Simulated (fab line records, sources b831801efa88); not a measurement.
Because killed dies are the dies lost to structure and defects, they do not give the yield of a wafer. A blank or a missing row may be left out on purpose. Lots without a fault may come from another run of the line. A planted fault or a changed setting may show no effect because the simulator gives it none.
Tool commonality check -- flow sky130 -- 45 wafers sampled across 15 lots

== REASON IT WAS OPENED ==
At SKY_LDD_HVP_TW_MEAS_10 the reading LDD_HVP_TW is flagged on 3 of 15 lots. Wafers without a fault read 456, standard deviation 4.9.
Rule: flag the lot when none of its wafers has a number, or when each of its wafers that has one lies beyond 4 standard deviations from that mean. The rest of the lots are taken to be sound.

lot,measured,on,"LDD_HVP_TW, wafer by wafer",flag
L508,day 21 15:22,film_metro-02,454 453 454,
L509,day 22 04:43,film_metro-02,449 452 449,
L511,day 22 14:08,film_metro-04,461 461 461,
L514,day 25 05:07,film_metro-01,453 451 448,
L513,day 25 05:47,film_metro-04,459 459 459,
L515,day 25 06:40,film_metro-04,460 459 460,
L516,day 25 08:29,film_metro-04,459 459 460,
L518,day 25 17:25,film_metro-04,462 460 461,
L519,day 25 20:50,film_metro-04,459 459 459,
L523,day 27 03:15,film_metro-02,1443 1443 1440,FLAGGED
L525,day 29 06:27,film_metro-01,1428 1438 1433,FLAGGED
L524,day 29 09:05,film_metro-04,1475 1474 1474,FLAGGED
L529,day 29 10:51,film_metro-01,453 455 452,
L526,day 29 11:19,film_metro-01,451 452 452,
L530,day 29 13:47,film_metro-02,453 452 455,
On average the flagged lots read 1450, which is +994 against the usual, or +99 or more standard deviations.

== TOOL THAT RAN EACH LOT ==
The record holds 1 process step before the reading, out of a route of 708 steps. Each cell gives the tool, then ch followed by the chambers the sampled wafers passed through, then the start.
lot,flag,SKY_LDD_HVN_COAT_02
L508,,"litho_track-02 ch 0, day 19 17:18"
L509,,"litho_track-01 ch 0, day 20 08:21"
L511,,"litho_track-01 ch 0, day 20 15:48"
L514,,"litho_track-01 ch 0, day 23 08:04"
L513,,"litho_track-01 ch 0, day 23 08:36"
L515,,"litho_track-02 ch 0, day 23 09:38"
L516,,"litho_track-03 ch 0, day 23 10:33"
L518,,"litho_track-02 ch 0, day 23 20:08"
L519,,"litho_track-01 ch 0, day 24 00:54"
L523,FLAGGED,"litho_track-01, day 25 08:22"
L525,FLAGGED,"litho_track-02, day 27 12:03"
L524,FLAGGED,"litho_track-01, day 27 14:51"
L529,,"litho_track-03 ch 0, day 27 16:20"
L526,,"litho_track-03 ch 0, day 27 17:15"
L530,,"litho_track-01 ch 0, day 27 19:06"
What is done by these steps:
- SKY_LDD_HVN_COAT_02: resist thk 300 nm.
- SKY_LDD_HVP_TW_MEAS_10

== FLAGGED AGAINST TOTAL, ONE TOOL AT A TIME (gauges that did the reading follow at the end) ==
step,tool,lots run,flagged,share of the flagged lots,sound lots run after its first flagged lot
SKY_LDD_HVN_COAT_02,litho_track-01,8,2,some,1 (L530)
SKY_LDD_HVN_COAT_02,litho_track-02,4,1,some,0
SKY_LDD_HVN_COAT_02,litho_track-03,3,0,none,-
SKY_LDD_HVP_TW_MEAS_10,film_metro-01,4,1,some,"2 (L529,L526)"
SKY_LDD_HVP_TW_MEAS_10,film_metro-02,4,1,some,1 (L530)
SKY_LDD_HVP_TW_MEAS_10,film_metro-04,7,1,some,0

== WHAT THE TABLE PERMITS ==
No row of the table ran every flagged lot.

== WHAT THE SIMULATOR HAD INSERTED ==
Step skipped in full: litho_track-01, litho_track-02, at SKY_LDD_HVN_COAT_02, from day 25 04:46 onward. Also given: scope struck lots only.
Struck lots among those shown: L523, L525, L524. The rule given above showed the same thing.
